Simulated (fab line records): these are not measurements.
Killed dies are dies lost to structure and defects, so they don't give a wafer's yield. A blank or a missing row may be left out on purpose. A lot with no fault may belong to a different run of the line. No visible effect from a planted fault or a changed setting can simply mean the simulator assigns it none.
A sampling plan put to the test	flow sky130	one fab line, 63 faults that these records tell of, each judged on the records of the lots that it struck
The plan is the line's own looks: the steps of the route at which a gauge or an inspection reads the wafer and doesn't change it. Where struck wafers have a number at a look and the file lists that look's usual mean and standard deviation on fault-free wafers, the look can be judged. Caught: 4 or more of those standard deviations (sigma) separate the usual mean from the mean of the struck wafers at a look after the fault's first step. On the tool: the identical test, applied to the tool's own readings at the steps of the fault. It also counts as caught if the struck wafers ran another recipe or if their record alone is blank.

## THE FAULTS, as the simulator had put them in
1. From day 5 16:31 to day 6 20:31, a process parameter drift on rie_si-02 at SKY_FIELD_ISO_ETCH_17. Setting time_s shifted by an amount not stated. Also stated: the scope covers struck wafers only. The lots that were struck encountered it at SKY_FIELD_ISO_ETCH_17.
2. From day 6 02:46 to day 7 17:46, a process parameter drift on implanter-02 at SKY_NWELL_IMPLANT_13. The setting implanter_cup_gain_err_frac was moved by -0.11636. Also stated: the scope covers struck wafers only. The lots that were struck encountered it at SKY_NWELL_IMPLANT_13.
3. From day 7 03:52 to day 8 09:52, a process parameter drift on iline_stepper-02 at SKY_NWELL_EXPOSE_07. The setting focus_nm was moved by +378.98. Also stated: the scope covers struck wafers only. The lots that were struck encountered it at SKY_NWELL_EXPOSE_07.
4. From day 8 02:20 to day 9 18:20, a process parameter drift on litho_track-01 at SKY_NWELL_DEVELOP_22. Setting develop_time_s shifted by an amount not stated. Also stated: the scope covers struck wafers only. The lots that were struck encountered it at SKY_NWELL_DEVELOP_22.
5. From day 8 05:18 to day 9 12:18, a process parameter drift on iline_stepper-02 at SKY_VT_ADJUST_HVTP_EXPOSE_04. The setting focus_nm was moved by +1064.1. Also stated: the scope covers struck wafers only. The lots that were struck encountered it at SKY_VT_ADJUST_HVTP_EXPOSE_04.
6. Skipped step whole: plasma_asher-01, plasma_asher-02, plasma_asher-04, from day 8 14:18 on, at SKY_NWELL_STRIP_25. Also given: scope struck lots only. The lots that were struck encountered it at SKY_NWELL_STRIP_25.
7. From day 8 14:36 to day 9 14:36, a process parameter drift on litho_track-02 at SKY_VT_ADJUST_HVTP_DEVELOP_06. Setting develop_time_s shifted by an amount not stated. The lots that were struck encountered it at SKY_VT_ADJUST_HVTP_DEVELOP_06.
8. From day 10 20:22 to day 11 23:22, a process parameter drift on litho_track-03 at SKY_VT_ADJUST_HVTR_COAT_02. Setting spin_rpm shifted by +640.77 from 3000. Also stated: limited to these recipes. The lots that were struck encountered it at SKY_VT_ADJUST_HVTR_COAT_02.
9. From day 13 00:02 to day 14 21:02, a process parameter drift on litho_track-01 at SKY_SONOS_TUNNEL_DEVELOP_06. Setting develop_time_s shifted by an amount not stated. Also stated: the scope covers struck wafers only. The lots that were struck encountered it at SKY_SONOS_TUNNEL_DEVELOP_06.
10. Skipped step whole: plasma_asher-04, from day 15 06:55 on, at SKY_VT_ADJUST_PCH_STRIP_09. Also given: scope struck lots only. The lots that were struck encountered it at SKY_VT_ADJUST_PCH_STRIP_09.
11. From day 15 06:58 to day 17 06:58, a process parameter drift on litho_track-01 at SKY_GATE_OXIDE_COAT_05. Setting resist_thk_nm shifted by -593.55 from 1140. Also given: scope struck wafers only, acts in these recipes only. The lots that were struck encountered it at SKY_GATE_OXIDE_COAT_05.
12. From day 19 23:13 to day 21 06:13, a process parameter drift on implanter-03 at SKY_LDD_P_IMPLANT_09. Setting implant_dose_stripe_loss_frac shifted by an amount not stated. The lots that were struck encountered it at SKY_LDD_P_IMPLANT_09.
13. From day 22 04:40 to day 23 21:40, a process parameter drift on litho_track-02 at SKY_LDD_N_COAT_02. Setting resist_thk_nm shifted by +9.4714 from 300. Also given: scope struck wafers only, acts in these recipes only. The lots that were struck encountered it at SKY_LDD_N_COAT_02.
14. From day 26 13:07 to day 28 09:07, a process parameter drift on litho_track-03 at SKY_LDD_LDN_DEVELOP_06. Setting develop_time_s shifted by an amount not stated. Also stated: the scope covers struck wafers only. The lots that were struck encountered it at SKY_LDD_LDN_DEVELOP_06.
15. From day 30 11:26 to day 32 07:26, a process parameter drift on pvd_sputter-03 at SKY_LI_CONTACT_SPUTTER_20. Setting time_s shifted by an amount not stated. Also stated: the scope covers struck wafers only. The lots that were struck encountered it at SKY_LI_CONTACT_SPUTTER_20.
16. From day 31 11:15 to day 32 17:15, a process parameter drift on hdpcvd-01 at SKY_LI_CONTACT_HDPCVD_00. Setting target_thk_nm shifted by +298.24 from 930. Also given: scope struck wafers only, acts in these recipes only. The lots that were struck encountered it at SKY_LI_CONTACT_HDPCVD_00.
17. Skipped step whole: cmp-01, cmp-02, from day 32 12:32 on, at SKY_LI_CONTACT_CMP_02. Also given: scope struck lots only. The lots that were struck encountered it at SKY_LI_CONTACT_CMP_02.
18. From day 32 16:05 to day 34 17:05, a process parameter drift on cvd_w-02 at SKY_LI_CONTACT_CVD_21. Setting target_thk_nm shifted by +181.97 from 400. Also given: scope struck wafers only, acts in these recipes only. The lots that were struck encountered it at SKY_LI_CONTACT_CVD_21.
19. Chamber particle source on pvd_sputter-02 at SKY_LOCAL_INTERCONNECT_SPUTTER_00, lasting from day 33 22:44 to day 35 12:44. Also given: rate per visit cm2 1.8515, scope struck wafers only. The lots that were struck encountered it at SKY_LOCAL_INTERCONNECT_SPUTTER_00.
20. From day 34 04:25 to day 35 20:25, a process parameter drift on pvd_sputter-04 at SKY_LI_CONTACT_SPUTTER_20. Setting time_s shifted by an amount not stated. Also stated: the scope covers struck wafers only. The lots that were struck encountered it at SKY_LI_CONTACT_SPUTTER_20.
21. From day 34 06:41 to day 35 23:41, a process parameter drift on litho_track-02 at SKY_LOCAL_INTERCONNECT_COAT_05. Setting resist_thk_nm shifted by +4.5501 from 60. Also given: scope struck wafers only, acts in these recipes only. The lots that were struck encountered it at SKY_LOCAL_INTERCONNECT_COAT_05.
22. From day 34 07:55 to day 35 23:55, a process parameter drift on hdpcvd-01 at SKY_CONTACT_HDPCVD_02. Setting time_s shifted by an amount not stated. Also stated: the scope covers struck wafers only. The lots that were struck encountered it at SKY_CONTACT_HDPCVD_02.
23. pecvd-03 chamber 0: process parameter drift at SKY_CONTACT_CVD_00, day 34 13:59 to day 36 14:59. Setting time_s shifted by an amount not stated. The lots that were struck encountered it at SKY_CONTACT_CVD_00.
24. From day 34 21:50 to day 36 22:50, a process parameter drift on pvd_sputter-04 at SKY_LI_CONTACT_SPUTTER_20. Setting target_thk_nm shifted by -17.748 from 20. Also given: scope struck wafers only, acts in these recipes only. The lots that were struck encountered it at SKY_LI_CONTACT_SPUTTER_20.
25. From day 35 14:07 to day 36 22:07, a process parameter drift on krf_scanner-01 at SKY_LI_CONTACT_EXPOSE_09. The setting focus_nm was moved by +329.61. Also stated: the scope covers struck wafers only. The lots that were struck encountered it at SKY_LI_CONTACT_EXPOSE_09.
26. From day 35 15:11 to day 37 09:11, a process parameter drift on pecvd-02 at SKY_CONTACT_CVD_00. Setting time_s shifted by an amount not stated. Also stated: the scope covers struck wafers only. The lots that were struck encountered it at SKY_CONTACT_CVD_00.
27. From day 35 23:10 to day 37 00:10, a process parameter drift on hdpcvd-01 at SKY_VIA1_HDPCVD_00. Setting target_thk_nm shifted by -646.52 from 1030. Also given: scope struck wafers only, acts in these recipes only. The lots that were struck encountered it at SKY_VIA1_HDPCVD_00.
28. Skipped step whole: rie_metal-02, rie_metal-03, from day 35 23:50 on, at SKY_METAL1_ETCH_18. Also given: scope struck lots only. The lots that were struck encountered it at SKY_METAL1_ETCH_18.
29. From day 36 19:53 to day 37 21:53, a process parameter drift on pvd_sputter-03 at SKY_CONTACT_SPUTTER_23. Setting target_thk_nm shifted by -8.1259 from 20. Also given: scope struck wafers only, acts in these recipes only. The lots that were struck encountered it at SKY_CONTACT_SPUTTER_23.
30. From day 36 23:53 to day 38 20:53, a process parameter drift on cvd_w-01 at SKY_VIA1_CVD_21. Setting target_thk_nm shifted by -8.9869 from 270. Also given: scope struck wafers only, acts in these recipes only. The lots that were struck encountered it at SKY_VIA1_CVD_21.
31. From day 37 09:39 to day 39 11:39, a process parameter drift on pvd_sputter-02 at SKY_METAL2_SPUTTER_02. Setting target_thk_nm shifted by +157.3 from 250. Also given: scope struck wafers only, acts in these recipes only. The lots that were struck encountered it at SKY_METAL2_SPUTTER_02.
32. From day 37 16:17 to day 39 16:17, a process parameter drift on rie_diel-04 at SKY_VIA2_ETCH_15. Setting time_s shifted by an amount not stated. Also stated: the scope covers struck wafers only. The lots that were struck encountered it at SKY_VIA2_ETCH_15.
33. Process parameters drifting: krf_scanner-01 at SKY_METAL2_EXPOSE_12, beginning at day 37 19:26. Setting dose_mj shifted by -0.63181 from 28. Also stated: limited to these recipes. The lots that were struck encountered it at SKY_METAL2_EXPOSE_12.
34. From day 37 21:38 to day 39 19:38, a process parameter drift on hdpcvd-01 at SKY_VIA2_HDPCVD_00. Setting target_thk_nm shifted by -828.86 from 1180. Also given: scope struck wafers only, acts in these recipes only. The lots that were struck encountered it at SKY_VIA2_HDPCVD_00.
35. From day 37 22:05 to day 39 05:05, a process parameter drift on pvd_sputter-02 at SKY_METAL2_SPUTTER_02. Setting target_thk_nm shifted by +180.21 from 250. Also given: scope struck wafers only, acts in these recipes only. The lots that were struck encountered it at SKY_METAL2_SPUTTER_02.
36. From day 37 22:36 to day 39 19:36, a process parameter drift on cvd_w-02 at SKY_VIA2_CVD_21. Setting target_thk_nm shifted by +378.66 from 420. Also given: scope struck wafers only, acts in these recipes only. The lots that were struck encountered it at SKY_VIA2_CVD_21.
37. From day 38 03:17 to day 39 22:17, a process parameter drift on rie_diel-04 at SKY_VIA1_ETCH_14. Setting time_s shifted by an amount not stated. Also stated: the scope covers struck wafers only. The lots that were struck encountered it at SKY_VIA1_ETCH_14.
38. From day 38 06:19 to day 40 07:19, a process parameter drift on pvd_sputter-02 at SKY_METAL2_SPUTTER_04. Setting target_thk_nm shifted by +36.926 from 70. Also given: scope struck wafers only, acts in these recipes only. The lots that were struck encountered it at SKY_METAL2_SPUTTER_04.
39. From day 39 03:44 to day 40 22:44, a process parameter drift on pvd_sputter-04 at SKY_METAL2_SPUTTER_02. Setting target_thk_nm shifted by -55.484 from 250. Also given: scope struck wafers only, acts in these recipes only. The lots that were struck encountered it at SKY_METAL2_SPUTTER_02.
40. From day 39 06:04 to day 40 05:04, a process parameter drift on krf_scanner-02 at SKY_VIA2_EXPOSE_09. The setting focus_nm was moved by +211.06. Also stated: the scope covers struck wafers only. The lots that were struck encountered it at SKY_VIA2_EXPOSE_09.
41. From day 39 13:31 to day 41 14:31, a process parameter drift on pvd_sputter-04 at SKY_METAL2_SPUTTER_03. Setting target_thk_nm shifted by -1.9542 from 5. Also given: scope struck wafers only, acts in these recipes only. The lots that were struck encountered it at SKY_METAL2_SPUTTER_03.
42. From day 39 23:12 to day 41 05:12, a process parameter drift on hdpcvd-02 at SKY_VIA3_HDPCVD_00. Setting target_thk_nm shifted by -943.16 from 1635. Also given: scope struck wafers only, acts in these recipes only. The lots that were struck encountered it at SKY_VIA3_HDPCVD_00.
43. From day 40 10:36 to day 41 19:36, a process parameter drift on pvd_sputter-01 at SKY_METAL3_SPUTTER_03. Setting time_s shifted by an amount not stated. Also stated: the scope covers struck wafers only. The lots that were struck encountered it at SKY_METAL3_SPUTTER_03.
44. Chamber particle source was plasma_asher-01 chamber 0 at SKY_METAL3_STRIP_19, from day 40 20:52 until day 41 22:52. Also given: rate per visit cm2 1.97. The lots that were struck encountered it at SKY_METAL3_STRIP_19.
45. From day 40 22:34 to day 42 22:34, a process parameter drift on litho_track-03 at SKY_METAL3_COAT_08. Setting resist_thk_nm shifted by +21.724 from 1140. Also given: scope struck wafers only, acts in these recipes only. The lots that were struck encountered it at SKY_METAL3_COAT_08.
46. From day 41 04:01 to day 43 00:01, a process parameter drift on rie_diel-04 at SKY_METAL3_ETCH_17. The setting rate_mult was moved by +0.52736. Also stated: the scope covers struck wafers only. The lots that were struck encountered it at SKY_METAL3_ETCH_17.
47. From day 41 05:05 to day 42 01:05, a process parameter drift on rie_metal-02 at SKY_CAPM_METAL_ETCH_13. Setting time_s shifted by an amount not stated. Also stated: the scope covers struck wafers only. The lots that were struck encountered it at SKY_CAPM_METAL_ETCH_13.
48. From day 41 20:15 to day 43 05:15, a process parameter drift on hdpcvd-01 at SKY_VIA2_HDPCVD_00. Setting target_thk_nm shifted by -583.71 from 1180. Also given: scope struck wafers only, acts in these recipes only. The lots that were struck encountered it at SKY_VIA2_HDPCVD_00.
49. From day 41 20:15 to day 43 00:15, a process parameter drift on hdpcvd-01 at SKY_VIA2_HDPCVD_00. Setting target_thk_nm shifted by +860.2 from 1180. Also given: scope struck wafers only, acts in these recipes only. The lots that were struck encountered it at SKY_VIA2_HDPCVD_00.
50. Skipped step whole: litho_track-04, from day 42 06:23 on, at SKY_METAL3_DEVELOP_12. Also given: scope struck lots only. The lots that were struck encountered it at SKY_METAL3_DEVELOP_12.
51. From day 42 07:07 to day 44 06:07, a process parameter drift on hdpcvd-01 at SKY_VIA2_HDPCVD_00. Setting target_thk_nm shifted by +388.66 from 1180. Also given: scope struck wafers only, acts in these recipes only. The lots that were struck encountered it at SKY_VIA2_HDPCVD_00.
52. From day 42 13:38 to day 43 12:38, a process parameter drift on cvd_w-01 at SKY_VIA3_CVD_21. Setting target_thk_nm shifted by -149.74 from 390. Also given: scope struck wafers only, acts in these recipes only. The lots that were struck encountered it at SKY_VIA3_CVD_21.
53. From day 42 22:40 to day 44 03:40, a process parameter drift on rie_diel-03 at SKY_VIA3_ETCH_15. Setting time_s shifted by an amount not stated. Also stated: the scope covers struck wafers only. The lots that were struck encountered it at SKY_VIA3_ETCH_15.
54. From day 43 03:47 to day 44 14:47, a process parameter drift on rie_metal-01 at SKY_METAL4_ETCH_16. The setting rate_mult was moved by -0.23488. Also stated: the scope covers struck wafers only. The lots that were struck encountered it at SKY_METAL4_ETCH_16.
55. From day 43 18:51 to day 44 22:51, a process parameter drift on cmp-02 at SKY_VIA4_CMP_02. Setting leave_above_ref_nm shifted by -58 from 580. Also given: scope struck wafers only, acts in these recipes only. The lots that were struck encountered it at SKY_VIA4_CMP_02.
56. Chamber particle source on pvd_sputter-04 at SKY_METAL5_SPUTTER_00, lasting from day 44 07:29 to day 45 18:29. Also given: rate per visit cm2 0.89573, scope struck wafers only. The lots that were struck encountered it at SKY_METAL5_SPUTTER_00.
57. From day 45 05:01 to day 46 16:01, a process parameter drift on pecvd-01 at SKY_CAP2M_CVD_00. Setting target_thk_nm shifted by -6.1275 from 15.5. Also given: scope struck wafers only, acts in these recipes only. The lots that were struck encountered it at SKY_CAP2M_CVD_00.
58. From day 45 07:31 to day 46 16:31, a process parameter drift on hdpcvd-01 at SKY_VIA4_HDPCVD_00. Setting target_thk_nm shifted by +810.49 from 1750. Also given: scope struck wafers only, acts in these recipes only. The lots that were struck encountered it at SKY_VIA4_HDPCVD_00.
59. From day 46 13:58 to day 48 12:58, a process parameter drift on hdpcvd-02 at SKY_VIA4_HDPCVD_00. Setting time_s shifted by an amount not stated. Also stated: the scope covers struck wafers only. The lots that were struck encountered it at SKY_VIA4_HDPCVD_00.
60. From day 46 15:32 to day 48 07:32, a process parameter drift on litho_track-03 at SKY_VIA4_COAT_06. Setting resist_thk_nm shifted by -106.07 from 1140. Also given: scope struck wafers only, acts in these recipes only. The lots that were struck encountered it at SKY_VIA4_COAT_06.
61. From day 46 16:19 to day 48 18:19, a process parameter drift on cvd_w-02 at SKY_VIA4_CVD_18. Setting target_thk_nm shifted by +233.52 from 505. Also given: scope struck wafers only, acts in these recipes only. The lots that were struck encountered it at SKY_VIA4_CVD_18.
62. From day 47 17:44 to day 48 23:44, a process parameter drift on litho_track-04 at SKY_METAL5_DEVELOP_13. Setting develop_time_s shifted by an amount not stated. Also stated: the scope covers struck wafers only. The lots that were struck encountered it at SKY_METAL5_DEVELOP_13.
63. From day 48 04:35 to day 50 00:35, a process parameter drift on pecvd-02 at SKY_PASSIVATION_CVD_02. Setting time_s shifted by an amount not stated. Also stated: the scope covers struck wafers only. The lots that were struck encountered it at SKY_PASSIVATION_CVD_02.

## WHAT THE PLAN SAW
fault	on the tool itself	first look that catches it	reading, sigma	median hours from its first step to that look	hours from the fault's start to the first struck lot there	judged looks passed uncaught
1	run_length_s -44 sigma	no look after it can be judged	-	-	-	0
2	beam_on_s +6.8 sigma	no look after it can be judged	-	-	-	0
3	under 2 sigma	none of the 6 looks that can be judged after it	-	-	-	6
4	no reading that can be judged	not the one look that can be judged after it	-	-	-	1
5	no reading that can be judged	SKY_VT_ADJUST_HVTP_CD_MEAS_07	cd_nm -11	9.9	14	0
6	the tool's record is blank for the struck wafers	SKY_VT_ADJUST_HVTP_TW_MEAS_11	VT_ADJUST_HVTP_TW -99 or beyond	22.6	26	0
7	no reading that can be judged	SKY_VT_ADJUST_HVTP_TW_MEAS_11	VT_ADJUST_HVTP_TW -99 or beyond	0.6	5	0
8	spin_speed_rpm +99 or beyond sigma	none of the 3 looks that can be judged after it	strongest: cd_nm at SKY_VT_ADJUST_HVTR_CD_MEAS_07, +3.1	-	-	3
9	under 2 sigma	SKY_SONOS_TUNNEL_CD_MEAS_07	cd_nm -5.6	0.2	28	0
10	the tool's record is blank for the struck wafers	SKY_SONOS_TUNNEL_TW_MEAS_12	SONOS_TUNNEL_TW -99 or beyond	28.9	29	0
11	no reading that can be judged	none of the 2 looks that can be judged after it	-	-	-	2
12	under 2 sigma	SKY_LDD_P_TW_MEAS_11	LDD_P_TW -19	0.2	4	0
13	no reading that can be judged	no look after it can be judged	-	-	-	0
14	under 2 sigma	SKY_LDD_LDN_TW_MEAS_13	LDD_LDN_TW -6.8	0.9	9	1
15	under 2 sigma	none of the 11 looks that can be judged after it	-	-	-	11
16	no reading that can be judged	SKY_LI_CONTACT_THK_MEAS_01	LI_CONTACT_HDPCVD_THK +30	0.1	8	0
17	the tool's record is blank for the struck wafers	no look after it can be judged	-	-	-	0
18	under 2 sigma	SKY_LI_CONTACT_RS_MEAS_22	LI_CONTACT_W_RS -19	0.1	9	0
19	only faintly: throttle_valve_pct -2.1 sigma	none of the 7 looks that can be judged after it	-	-	-	7
20	under 2 sigma	no look after it can be judged	-	-	-	0
21	no reading that can be judged	not the one look that can be judged after it	-	-	-	1
22	run_length_s -4.2 sigma	none of the 2 looks that can be judged after it	strongest: CONTACT_HDPCVD_THK at SKY_CONTACT_THK_MEAS_03, -2.7	-	-	2
23	under 2 sigma	SKY_CONTACT_THK_MEAS_01	CONTACT_CVD_00_THK -50	0.1	9	0
24	under 2 sigma	no look after it can be judged	-	-	-	0
25	under 2 sigma	SKY_LI_CONTACT_CD_MEAS_12	cd_nm -40	13.2	21	0
26	under 2 sigma	SKY_CONTACT_THK_MEAS_01	CONTACT_CVD_00_THK +6.2	0.0	6	0
27	under 2 sigma	SKY_VIA1_THK_MEAS_01	VIA1_HDPCVD_THK -64	0.1	6	0
28	the tool's record is blank for the struck wafers	no look after it can be judged	-	-	-	0
29	under 2 sigma	no look after it can be judged	-	-	-	0
30	under 2 sigma	not the one look that can be judged after it	-	-	-	1
31	under 2 sigma	SKY_METAL2_RS_MEAS_05	METAL2_ALCU_RS -33	0.1	11	0
32	run_length_s -61 sigma	no look after it can be judged	-	-	-	0
33	only faintly: exposure_dose_mJ_cm2 -3.3 sigma	SKY_METAL2_CD_MEAS_15	cd_nm +4.0	13.1	17	0
34	no reading that can be judged	SKY_VIA2_THK_MEAS_01	VIA2_HDPCVD_THK -68	0.1	8	0
35	under 2 sigma	SKY_METAL2_RS_MEAS_05	METAL2_ALCU_RS -36	0.1	2	0
36	under 2 sigma	SKY_VIA2_RS_MEAS_22	VIA2_W_RS -31	0.1	34	0
37	run_length_s -65 sigma	no look after it can be judged	-	-	-	0
38	under 2 sigma	none of the 4 looks that can be judged after it	strongest: METAL2_ALCU_THK at SKY_METAL2_THK_MEAS_06, -3.7	-	-	4
39	under 2 sigma	SKY_METAL2_RS_MEAS_05	METAL2_ALCU_RS +24	0.1	6	0
40	under 2 sigma	SKY_VIA2_CD_MEAS_12	cd_nm -5.6	12.4	32	0
41	under 2 sigma	no look after it can be judged	-	-	-	0
42	under 2 sigma	SKY_VIA3_THK_MEAS_01	VIA3_HDPCVD_THK -55	0.2	3	0
43	under 2 sigma	none of the 6 looks that can be judged after it	strongest: CAPM_TIN_RS at SKY_CAPM_RS_MEAS_03, +2.1	-	-	6
44	under 2 sigma	not the one look that can be judged after it	-	-	-	1
45	under 2 sigma	not the one look that can be judged after it	-	-	-	1
46	under 2 sigma	no look after it can be judged	-	-	-	0
47	run_length_s +23 sigma	not the one look that can be judged after it	-	-	-	1
48	no reading that can be judged	SKY_VIA2_THK_MEAS_01	VIA2_HDPCVD_THK -48	0.1	7	0
49	under 2 sigma	SKY_VIA2_THK_MEAS_01	VIA2_HDPCVD_THK +71	0.1	15	0
50	no reading that can be judged	no look after it can be judged	-	-	-	0
51	under 2 sigma	SKY_VIA2_THK_MEAS_01	VIA2_HDPCVD_THK +32	0.1	14	0
52	under 2 sigma	SKY_VIA3_RS_MEAS_22	VIA3_W_RS +46	0.1	1	0
53	run_length_s +96 sigma	not the one look that can be judged after it	-	-	-	1
54	under 2 sigma	no look after it can be judged	-	-	-	0
55	under 2 sigma	not the one look that can be judged after it	-	-	-	1
56	under 2 sigma	no look after it can be judged	-	-	-	0
57	under 2 sigma	SKY_CAP2M_THK_MEAS_01	CAP2M_CVD_00_THK -24	0.0	11	0
58	under 2 sigma	SKY_VIA4_THK_MEAS_01	VIA4_HDPCVD_THK +48	0.2	10	0
59	run_length_s -91 sigma	SKY_VIA4_THK_MEAS_01	VIA4_HDPCVD_THK -20	0.2	1	0
60	under 2 sigma	no look after it can be judged	-	-	-	0
61	under 2 sigma	SKY_VIA4_RS_MEAS_19	VIA4_W_RS -17	0.2	1	0
62	no reading that can be judged	no look after it can be judged	-	-	-	0
63	under 2 sigma	not the one look that can be judged after it	strongest: PASSIVATION_CVD_02_THK at SKY_PASSIVATION_THK_MEAS_03, +2.3	-	-	1
Dash: fault not caught, or number not given in these records.

Caught at a look: 29 of 63. Caught on the tool: 13 of 63. By one or the other: 39 of 63.
Caught on the tool alone: faults 1, 2, 8, 17, 22, 28, 32, 37, 47, 53.
Caught at a look alone: faults 5, 7, 9, 12, 14, 16, 18, 23, 25, 26, 27, 31, 33, 34, 35, 36, 39, 40, 42, 48, 49, 51, 52, 57, 58, 61.
Caught by neither: faults 3, 4, 11, 13, 15, 19, 20, 21, 24, 29, 30, 38, 41, 43, 44, 45, 46, 50, 54, 55, 56, 60, 62, 63.

## THINNER SAMPLING
Were the look that catches a fault to measure just every second or every third lot (counted by lot number), the first struck lot would, at worst, be measured this late:
fault	struck lots at that look, in order of time	every lot	every second lot	every third lot
5	L200, L201	14 h	15 h	may miss all 2
6	L783, L784, L785	26 h	35 h	36 h
7	L536, L538	5 h	may miss all 2	may miss all 2
9	L547, L549	28 h	may miss all 2	may miss all 2
10	L354, L355	29 h	39 h	may miss all 2
12	L844, L845	4 h	11 h	may miss all 2
14	L979, L981	9 h	may miss all 2	may miss all 2
16	L550, L551, L552	8 h	14 h	24 h
18	L477, L478, L479	9 h	14 h	24 h
23	L885, L888	9 h	33 h	may miss all 2
25	L733, L734, L735	21 h	30 h	31 h
26	L354, L356, L358	6 h	may miss all 3	34 h
27	L694, L695, L696	6 h	16 h	20 h
31	L603, L604, L606	11 h	14 h	may miss all 3
33	L610	17 h	may miss it	may miss it
34	L538, L539, L542	8 h	16 h	may miss all 3
35	L482, L484	2 h	may miss all 2	may miss all 2
36	L387, L388	34 h	42 h	may miss all 2
39	L466	6 h	may miss it	may miss it
40	L441	32 h	may miss it	may miss it
42	L721, L722, L723	3 h	9 h	23 h
48	L737, L738, L739	7 h	15 h	17 h
49	L435	15 h	may miss it	may miss it
51	L158	14 h	may miss it	may miss it
52	L980	1 h	may miss it	may miss it
57	L606, L607	11 h	32 h	may miss all 2
58	L939, L942	10 h	21 h	may miss all 2
59	L464, L467	1 h	21 h	may miss all 2
61	L553	1 h	may miss it	may miss it
Hours: fault start to first struck lot measured. The test against the limit of 4 sigma pooled every struck wafer, which means one lot taken alone may stay below that limit. Other struck lots may not be in these records.

## THE LONGEST TIMED WAY FROM STEP TO LOOK
Fault 10: a median of 28.9 hours passes between SKY_VT_ADJUST_PCH_STRIP_09 and SKY_SONOS_TUNNEL_TW_MEAS_12. No look between them can be judged.
